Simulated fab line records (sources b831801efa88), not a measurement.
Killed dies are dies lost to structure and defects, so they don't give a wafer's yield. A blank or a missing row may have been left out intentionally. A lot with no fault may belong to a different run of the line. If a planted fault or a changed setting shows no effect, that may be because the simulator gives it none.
Code-filled problem report in 8D (eight disciplines) form | flow sky130 | the parts of the form that need people (team, actions taken, sign-off) are left out

1. WHAT IS WRONG
rotation deg at SKY_LDD_N_IMPLANT_08 reads a mean of 229.748 degrees on 6 wafers of 2 lots; wafers without a fault read 22.993 degrees with a standard deviation of 0.021. So: +99 or more standard deviations from the usual mean.
First observed at day 20 15:56: wafer L774.1, on implanter-01. The record holds 18 wafers of 6 lots with a number at this step. Rule for "out", or "out of limits": more than 4 standard deviations from the usual mean. All remaining wafers that have a number are taken as sound.

2. WHAT IT IS, AND WHAT IT ISN'T
question                    | is                     | is not
which readings at this step | rotation deg           | -
which lots                  | L774, L776             | L767, L782, L784, L789
which wafers of those lots  | all that have a number | -
read on which tools         | implanter-01           | implanter-02, implanter-03
when                        | from day 20 15:56      | up to then (3 sound wafers); but 9 sound wafers of L782, L784, L789 came after

3. SUSPECTS, AND WHAT RULES EACH OUT
Counting: a tool at a process step up to the reading stays a suspect if it ran every lot that is out and no sound lot after the first of them.
- implanter-01 at SKY_LDD_N_IMPLANT_08: ruled out as a lasting fault. Following L774 (day 20 15:56), the first lot on it that is out, the sound lots L782, L784 were run on it.
Left after counting: nothing in the record.

4. THE CAUSE (what the simulator had put in)
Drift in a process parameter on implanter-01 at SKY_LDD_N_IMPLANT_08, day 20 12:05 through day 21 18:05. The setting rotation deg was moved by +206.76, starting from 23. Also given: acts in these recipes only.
Counting ruled it out, wrongly.

5. THE CHAIN OF EFFECTS, in route order
Each row: a reading whose mean over the struck wafers that have a number lies more than 3 standard deviations from the usual. Readings are gone through only where the record gives a usual standard deviation; hours: the median, over the lots, of the time from a lot's start at the first step in this table giving one to that lot's start at this step; sigmas: the change measured in usual standard deviations.
hours | step                 | reading      | usual          | on struck wafers | change   | sigmas
0     | SKY_LDD_N_IMPLANT_08 | rotation deg | 22.993 degrees | 229.748          | +206.755 | +99 or more
The process steps in it:
- SKY_LDD_N_IMPLANT_08

6. WHAT WOULD HAVE CAUGHT IT SOONER
In this record the first reading out of limits was taken at day 20 15:56, 4 hours after the fault began at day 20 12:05.
